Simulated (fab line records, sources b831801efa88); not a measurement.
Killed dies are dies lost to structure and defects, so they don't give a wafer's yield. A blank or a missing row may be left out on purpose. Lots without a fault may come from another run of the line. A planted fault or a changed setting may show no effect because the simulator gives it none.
Which tool did it? | flow gf180mcu | 14 lots, 42 wafers sampled, at 2 steps of a route of 602

WHAT THE GAUGES READ, wafer by wafer
GF_M3_OVL_MEAS_15.
lot  | measured     | on         | M3_OVL (nm)
L538 | day 22 01:26 | overlay-01 | -1 -2 -6
L539 | day 22 01:47 | overlay-02 | -9 -9 -14
L540 | day 22 13:32 | overlay-02 | 3 3 1
L541 | day 22 19:56 | overlay-01 | 3 3 6
L545 | day 23 23:20 | overlay-01 | 2 -1 3
L546 | day 24 11:39 | overlay-02 | -5 -9 -4
L547 | day 25 05:56 | overlay-01 | -8 6 -3
L548 | day 25 07:24 | overlay-02 | -8 -9 0
L549 | day 25 11:41 | overlay-01 | -14 -6 -8
L550 | day 25 20:23 | overlay-02 | -4 0 -7
L551 | day 26 05:23 | overlay-01 | -3 -4 -5
L552 | day 26 11:11 | overlay-02 | -7 5 -1
L553 | day 26 13:26 | overlay-01 | 5 2 1
L555 | day 27 05:23 | overlay-01 | 4 4 5

WHICH TOOL RAN EACH LOT (tool, then ch and the chambers of the sampled wafers, then the start)
lot  | GF_DNWELL_IMPLANT_07
L538 | implanter-03 ch 0, day 3 02:47
L539 | implanter-04 ch 0, day 3 02:57
L540 | implanter-03 ch 0, day 3 09:49
L541 | implanter-04 ch 0, day 3 15:55
L545 | implanter-03 ch 0, day 4 07:39
L546 | implanter-02 ch 0, day 4 15:36
L547 | implanter-04 ch 0, day 5 02:03
L548 | implanter-02 ch 0, day 5 02:25
L549 | implanter-04 ch 0, day 5 06:54
L550 | implanter-04 ch 0, day 5 13:24
L551 | implanter-04 ch 0, day 5 19:50
L552 | implanter-04 ch 0, day 6 01:06
L553 | implanter-03 ch 0, day 6 01:57
L555 | implanter-02 ch 0, day 6 12:26
- GF_DNWELL_IMPLANT_07

WHAT THE TOOLS THEMSELVES READ (means of the sampled wafers that have a number; where no wafer has one, the mark that the record gives instead)
GF_DNWELL_IMPLANT_07.
lot  | tool         | beam_on_s (s) | end_station_pressure_torr (Torr) | faraday_current_uA | tilt_deg (degrees)
L538 | implanter-03 | 10.13         | 5.17e-06                         | 55.7               | -0.006
L539 | implanter-04 | 9.87          | 5.41e-06                         | 57.1               | 0.004
L540 | implanter-03 | 9.93          | 4.90e-06                         | 56.6               | 0.003
L541 | implanter-04 | 10.10         | 5.13e-06                         | 55.7               | 0.007
L545 | implanter-03 | 10.10         | 5.03e-06                         | 55.9               | 0.015
L546 | implanter-02 | 9.95          | 4.95e-06                         | 56.5               | -0.012
L547 | implanter-04 | 10.05         | 5.17e-06                         | 56.2               | -0.014
L548 | implanter-02 | 10.11         | 5.27e-06                         | 56.1               | 0.005
L549 | implanter-04 | 9.95          | 5.11e-06                         | 56.7               | -0.001
L550 | implanter-04 | 10.18         | 5.09e-06                         | 55.4               | -0.002
L551 | implanter-04 | 12.11         | 1.00e-04                         | 47.0               | -0.014
L552 | implanter-04 | 12.04         | 1.02e-04                         | 47.3               | -0.004
L553 | implanter-03 | 10.14         | 4.72e-06                         | 55.8               | -0.021
L555 | implanter-02 | 10.21         | 5.09e-06                         | 55.3               | -0.006

THE ANSWER, worked out from the rows above alone
Rule: what is usual is taken from the lots themselves. Put in order of their means at a reading, lots are off if they are a third of the lots or fewer, leave a main group of 4 or more, and stand apart from it by a gap of 3 or more times the standard deviation of the main group's means; of several such gaps the widest counts. A main group whose means are all the same, to the digits that the tables above print for the reading, isn't used. A lot without any number at a reading at which 4 lots or more have one is off too. The other lots that the step has rows for count as sound. The gauges are gone through in route order, then the tools' own readings, and for those a lot's mean is taken as printed above. The first step at which some lot is off is used, and at that step the reading that is off furthest; a lot without a number counts as furthest.
Off: L551, L552, at GF_DNWELL_IMPLANT_07 (end_station_pressure_torr). The main group: mean 5.09e-06 Torr, standard deviation 1.7e-07.
A tool fits if, at that step or a process step before it, it ran every lot that is off, and no sound lot after the first of them. One fits: implanter-04 at GF_DNWELL_IMPLANT_07. Its last sound lot is L550 (day 5 13:24), its first lot that is off L551 (day 5 19:50): a fault that began between those two fits.
The tool's own readings at GF_DNWELL_IMPLANT_07 bear it out: on the lots that are off they differ by more than 5 times the standard deviation of the sound lots' means. beam_on_s reads 12.07 s there against 10.06 s on the sound lots; end_station_pressure_torr reads 1.01e-04 Torr there against 5.09e-06 Torr on the sound lots; faraday_current_uA reads 47.1 there against 56.1 on the sound lots.

WHAT THE SIMULATOR HAD PUT IN
Process parameter drift: implanter-04, from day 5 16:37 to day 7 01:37, at GF_DNWELL_IMPLANT_07. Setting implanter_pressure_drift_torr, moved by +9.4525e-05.
Process parameter drift: implanter-04, from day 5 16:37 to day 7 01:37, at GF_DNWELL_IMPLANT_07. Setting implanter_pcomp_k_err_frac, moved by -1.
Lots struck among those shown: L551, L552. The rule above found the same.
